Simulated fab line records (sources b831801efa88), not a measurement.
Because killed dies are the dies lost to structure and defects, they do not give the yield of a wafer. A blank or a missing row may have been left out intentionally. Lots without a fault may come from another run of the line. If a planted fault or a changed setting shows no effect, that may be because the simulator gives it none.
A struck lot beside a sound one | flow sky130 | 18 steps out of a route of 708
Sound: the wafers L562.1, L562.2, L562.4. Struck: wafer L555.6 (left out: L555.1, L555.4 of the same lot, which were not struck); the cause appears at the end.
For every step that has rows: the tool of each side, followed by ch and its chambers, followed by its first start. Under that, the readings that differ: sound wafers | struck wafers | difference of the means | sigmas: that difference in standard deviations of wafers without a fault.
alike: words and numbers the same on both sides, and readings whose means are apart by under 2 such deviations; not compared: readings that were withheld, readings missing a value for some wafer, numbers with overlapping values and no deviation given by the record, and bounds like >300 which may hide the same value.
A row with sigmas, a row that says differs or no value, or rows on one side alone: a step with any of these is where the two part. Numbers that have no deviation but don't overlap get no sigmas and don't part them. A reading that every wafer of one side lacks parts them only if that side has two wafers or more.

first, 3 steps without rows for these wafers: SKY_VIA2_EXPOSE_09 (exposes mask VIM2, target cd 200 nm); SKY_VIA2_PEB_10; SKY_VIA2_DEVELOP_11 (develop time 60 s).
SKY_VIA2_CD_MEAS_12 targets a cd of 200 nm.
  struck on cd sem-01, day 40 06:40; sound on cd sem-02, day 42 11:14
  alike: cd nm
SKY_VIA2_OVL_MEAS_13:
  struck on overlay-01, day 40 06:47; sound on overlay-02, day 42 11:22
  alike: VIA2_OVL
SKY_VIA2_ETCH_14: etches BARC in N2/H2, stops on SiO2, time 45.9 s, target depth 60 nm.
  sound on rie diel-04 ch 0,2,3, day 42 11:24; struck on rie diel-04 ch 3, day 40 06:49
  alike: drypump motor current A, oes product au, throttle valve pct
  not compared: rf hours counter h
SKY_VIA2_ETCH_15: etches SiO2 in C4F8/O2/Ar, stops on TiN, target depth 546 nm, time 84 s.
  sound on rie diel-04 ch 0,2,3, day 42 11:26; struck on rie diel-04 ch 3, day 40 06:52
  alike: oes product au
  not compared: rf hours counter h
SKY_VIA2_STRIP_16: strips in O2/N2.
  sound on plasma asher-02 ch 0,1, day 42 11:30; struck on plasma asher-04 ch 1, day 40 06:56
  alike: drypump motor current A, oes product au, strip time to endpoint s
  not compared: rf hours counter h
then, 3 steps without rows for these wafers: SKY_VIA2_STRIP_17 (strips in post etch residue remover, time 1200 s); SKY_VIA2_CLEAN_18 (cleans in IPA, time 180 s); SKY_VIA2_CLEAN_19 (cleans in O3/DIW).
SKY_VIA2_SPUTTER_20: material TiN, target thk 20 nm, time 80 s.
  struck on pvd sputter-04, day 40 07:34; sound on pvd sputter-04, day 42 12:05
  alike: cathode dc power W, chamber pressure pa, throttle valve pct
SKY_VIA2_CVD_21: deposits W, target thk 420 nm, time 126.4 s.
  sound on cvd w-02 ch 0,1, day 42 12:10; struck on cvd w-02 ch 0, day 40 07:37
  reading                            | sound             | struck | difference | sigmas
  model.W_of_VIA2_CVD_21.thk nm (nm) | 435.8 421.4 423.2 | 624.3  | +197.5     |
  alike: heater power w
SKY_VIA2_RS_MEAS_22: uses a four-point probe to measure.
  struck on film metro-03, day 40 07:45; sound on film metro-01, day 42 12:17
  reading            | sound             | struck | difference | sigmas
  VIA2_W_RS (ohm/sq) | 0.263 0.273 0.272 | 0.183  | -0.086     | -16
SKY_VIA2_THK_MEAS_23: measures by xrf.
  struck on film metro-03, day 40 07:52; sound on film metro-01, day 42 12:25
  not compared: VIA2_W_THK
SKY_VIA2_CMP_24: polishes, stops on SiO2, t overpolish 20 s, target thk 0 nm.
  sound on cmp-02 ch 0,1,2, day 42 12:28; struck on cmp-01 ch 2, day 40 07:59
  reading                | sound             | struck | difference | sigmas
  slurry flow ml min     | 150.9 149.8 150.3 | 149.4  | -0.9       | -2
  time to endpoint s (s) | 111 107 103       | 159    | +52        | +13
  alike: motor current A
SKY_METAL3_SPUTTER_00: material Ti, target thk 15 nm, time 10 s.
  struck on pvd sputter-04, day 40 08:14; sound on pvd sputter-02, day 42 12:46
  alike: cathode dc power W, chamber pressure pa, throttle valve pct
-- the record jumps here: 9 days lie between the struck wafers' starts before and after (it left off in module METAL3 and takes up again in module PAD_OPEN, whose first step shown is number 708 of the route) --
SKY_PAD_OPEN_PROBE_99:
  the record has rows for the struck wafers here (prober-02, day 49 05:05) and none for the sound ones

== WHERE THEY PART ==
At SKY_VIA2_RS_MEAS_22 first; at SKY_PAD_OPEN_PROBE_99 last (within this record only).

WHY: the cause the simulator had injected
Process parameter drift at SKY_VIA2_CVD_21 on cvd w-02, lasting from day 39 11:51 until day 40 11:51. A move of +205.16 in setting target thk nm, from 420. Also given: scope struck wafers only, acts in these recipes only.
